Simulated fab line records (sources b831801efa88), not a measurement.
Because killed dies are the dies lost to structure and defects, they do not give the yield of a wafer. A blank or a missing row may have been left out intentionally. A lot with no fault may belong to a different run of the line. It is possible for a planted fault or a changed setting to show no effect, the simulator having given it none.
Chamber matching || flow gf180mcu || 4 sister chambers for GF_V2_CMP_26 on cmp-01
The step polishes, stops on SiO2, t overpolish 15 s, target thk 0 nm. 27 wafers are shown with their chamber, then 12 later ones without.

WAFERS WITH THEIR CHAMBER
{"wafer": "L074.1", "chamber": 0, "motor_current_A (A)": 11.2, "edge_zone_pressure_frac": 0.999, "time_to_endpoint_s (s)": 81.6}
{"wafer": "L074.2", "chamber": 3, "motor_current_A (A)": 12.4, "edge_zone_pressure_frac": 1.003, "time_to_endpoint_s (s)": 83.2}
{"wafer": "L074.3", "chamber": 2, "motor_current_A (A)": 10.7, "edge_zone_pressure_frac": 1.001, "time_to_endpoint_s (s)": 84.2}
{"wafer": "L075.1", "chamber": 1, "motor_current_A (A)": 11.0, "edge_zone_pressure_frac": 1.008, "time_to_endpoint_s (s)": 80.5}
{"wafer": "L075.2", "chamber": 3, "motor_current_A (A)": 12.6, "edge_zone_pressure_frac": 0.999, "time_to_endpoint_s (s)": 83.6}
{"wafer": "L075.5", "chamber": 3, "motor_current_A (A)": 12.0, "edge_zone_pressure_frac": 1.003, "time_to_endpoint_s (s)": 84.7}
{"wafer": "L076.1", "chamber": 1, "motor_current_A (A)": 11.4, "edge_zone_pressure_frac": 1.001, "time_to_endpoint_s (s)": 86.8}
{"wafer": "L076.2", "chamber": 3, "motor_current_A (A)": 12.3, "edge_zone_pressure_frac": 0.996, "time_to_endpoint_s (s)": 84.6}
{"wafer": "L076.3", "chamber": 0, "motor_current_A (A)": 11.6, "edge_zone_pressure_frac": 0.992, "time_to_endpoint_s (s)": 83.1}
{"wafer": "L080.1", "chamber": 3, "motor_current_A (A)": 12.6, "edge_zone_pressure_frac": 1.006, "time_to_endpoint_s (s)": 84.5}
{"wafer": "L080.3", "chamber": 2, "motor_current_A (A)": 11.0, "edge_zone_pressure_frac": 1.005, "time_to_endpoint_s (s)": 84.0}
{"wafer": "L080.4", "chamber": 0, "motor_current_A (A)": 11.6, "edge_zone_pressure_frac": 0.993, "time_to_endpoint_s (s)": 84.6}
{"wafer": "L083.2", "chamber": 0, "motor_current_A (A)": 11.9, "edge_zone_pressure_frac": 1.000, "time_to_endpoint_s (s)": 84.9}
{"wafer": "L083.3", "chamber": 1, "motor_current_A (A)": 11.4, "edge_zone_pressure_frac": 1.003, "time_to_endpoint_s (s)": 81.3}
{"wafer": "L083.5", "chamber": 2, "motor_current_A (A)": 10.9, "edge_zone_pressure_frac": 0.997, "time_to_endpoint_s (s)": 82.3}
{"wafer": "L084.2", "chamber": 1, "motor_current_A (A)": 11.1, "edge_zone_pressure_frac": 1.005, "time_to_endpoint_s (s)": 82.0}
{"wafer": "L084.3", "chamber": 3, "motor_current_A (A)": 11.9, "edge_zone_pressure_frac": 1.003, "time_to_endpoint_s (s)": 82.6}
{"wafer": "L084.5", "chamber": 3, "motor_current_A (A)": 11.8, "edge_zone_pressure_frac": 1.014, "time_to_endpoint_s (s)": 86.1}
{"wafer": "L086.3", "chamber": 3, "motor_current_A (A)": 12.4, "edge_zone_pressure_frac": 1.004, "time_to_endpoint_s (s)": 85.1}
{"wafer": "L086.5", "chamber": 0, "motor_current_A (A)": 11.2, "edge_zone_pressure_frac": 1.000, "time_to_endpoint_s (s)": 85.7}
{"wafer": "L086.6", "chamber": 1, "motor_current_A (A)": 11.2, "edge_zone_pressure_frac": 1.008, "time_to_endpoint_s (s)": 86.1}
{"wafer": "L087.1", "chamber": 1, "motor_current_A (A)": 11.1, "edge_zone_pressure_frac": 1.004, "time_to_endpoint_s (s)": 87.5}
{"wafer": "L087.2", "chamber": 0, "motor_current_A (A)": 11.4, "edge_zone_pressure_frac": 1.004, "time_to_endpoint_s (s)": 89.0}
{"wafer": "L087.3", "chamber": 3, "motor_current_A (A)": 13.0, "edge_zone_pressure_frac": 1.000, "time_to_endpoint_s (s)": 85.7}
{"wafer": "L089.2", "chamber": 2, "motor_current_A (A)": 10.9, "edge_zone_pressure_frac": 1.010, "time_to_endpoint_s (s)": 78.7}
{"wafer": "L089.4", "chamber": 0, "motor_current_A (A)": 11.3, "edge_zone_pressure_frac": 1.003, "time_to_endpoint_s (s)": 84.2}
{"wafer": "L089.5", "chamber": 3, "motor_current_A (A)": 12.4, "edge_zone_pressure_frac": 0.994, "time_to_endpoint_s (s)": 79.8}

SIGNATURES, as means of the wafers listed above
{"reading": "motor_current_A", "chamber 0": 11.457, "chamber 1": 11.200, "chamber 2": 10.875, "chamber 3": 12.340, "scatter within a chamber": 0.277}
{"reading": "edge_zone_pressure_frac", "chamber 0": 0.99871, "chamber 1": 1.00483, "chamber 2": 1.00325, "chamber 3": 1.00220, "scatter within a chamber": 0.00484}
{"reading": "time_to_endpoint_s", "chamber 0": 84.729, "chamber 1": 84.033, "chamber 2": 82.300, "chamber 3": 83.990, "scatter within a chamber": 2.37}
Rule: a wafer lies at a distance from a chamber equal to the root of the sum of squares, over the readings, of (its reading less the chamber's mean, divided by the reading's scatter). If the next closest chamber is less than 2 further off than the closest, the wafer can't be placed; otherwise it belongs to the closest. The scatter: take each reading less its chamber's mean, square it, sum over the shown wafers, divide by the number of wafers less the number of chambers, and take the root.

WAFERS WHOSE CHAMBER IS MISSING
{"wafer": "L090.1", "motor_current_A (A)": 12.3, "edge_zone_pressure_frac": 0.998, "time_to_endpoint_s (s)": 84.9}
{"wafer": "L090.3", "motor_current_A (A)": 12.1, "edge_zone_pressure_frac": 0.996, "time_to_endpoint_s (s)": 83.9}
{"wafer": "L090.6", "motor_current_A (A)": 12.7, "edge_zone_pressure_frac": 0.993, "time_to_endpoint_s (s)": 84.1}
{"wafer": "L092.1", "motor_current_A (A)": 11.4, "edge_zone_pressure_frac": 1.004, "time_to_endpoint_s (s)": 83.9}
{"wafer": "L092.2", "motor_current_A (A)": 11.3, "edge_zone_pressure_frac": 1.002, "time_to_endpoint_s (s)": 85.6}
{"wafer": "L092.4", "motor_current_A (A)": 12.6, "edge_zone_pressure_frac": 1.006, "time_to_endpoint_s (s)": 83.9}
{"wafer": "L093.1", "motor_current_A (A)": 10.6, "edge_zone_pressure_frac": 0.998, "time_to_endpoint_s (s)": 81.4}
{"wafer": "L093.2", "motor_current_A (A)": 12.2, "edge_zone_pressure_frac": 1.002, "time_to_endpoint_s (s)": 77.1}
{"wafer": "L093.5", "motor_current_A (A)": 12.5, "edge_zone_pressure_frac": 0.999, "time_to_endpoint_s (s)": 80.9}
{"wafer": "L097.2", "motor_current_A (A)": 10.7, "edge_zone_pressure_frac": 1.004, "time_to_endpoint_s (s)": 84.2}
{"wafer": "L097.3", "motor_current_A (A)": 11.3, "edge_zone_pressure_frac": 0.995, "time_to_endpoint_s (s)": 87.2}
{"wafer": "L097.6", "motor_current_A (A)": 12.6, "edge_zone_pressure_frac": 0.996, "time_to_endpoint_s (s)": 87.6}

EACH ONE'S CHAMBER
{"wafer": "L090.1", "from the rows above": 3, "in truth": 3}
{"wafer": "L090.3", "from the rows above": "can't be placed: 3 or 0", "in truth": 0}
{"wafer": "L090.6", "from the rows above": 3, "in truth": 3}
{"wafer": "L092.1", "from the rows above": "can't be placed: 1 or 0 or 2", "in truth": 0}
{"wafer": "L092.2", "from the rows above": "can't be placed: 1 or 0 or 2", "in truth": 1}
{"wafer": "L092.4", "from the rows above": 3, "in truth": 3}
{"wafer": "L093.1", "from the rows above": "can't be placed: 2 or 1 or 0", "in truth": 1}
{"wafer": "L093.2", "from the rows above": "can't be placed: 3 or 0 or 1", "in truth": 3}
{"wafer": "L093.5", "from the rows above": 3, "in truth": 3}
{"wafer": "L097.2", "from the rows above": "can't be placed: 2 or 1 or 0", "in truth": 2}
{"wafer": "L097.3", "from the rows above": "can't be placed: 0 or 1 or 2", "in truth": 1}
{"wafer": "L097.6", "from the rows above": 3, "in truth": 3}
5 of 12 placed correctly. Not placeable from these rows: 7 (in 7, the candidates include the true chamber). Placed wrongly: 0.
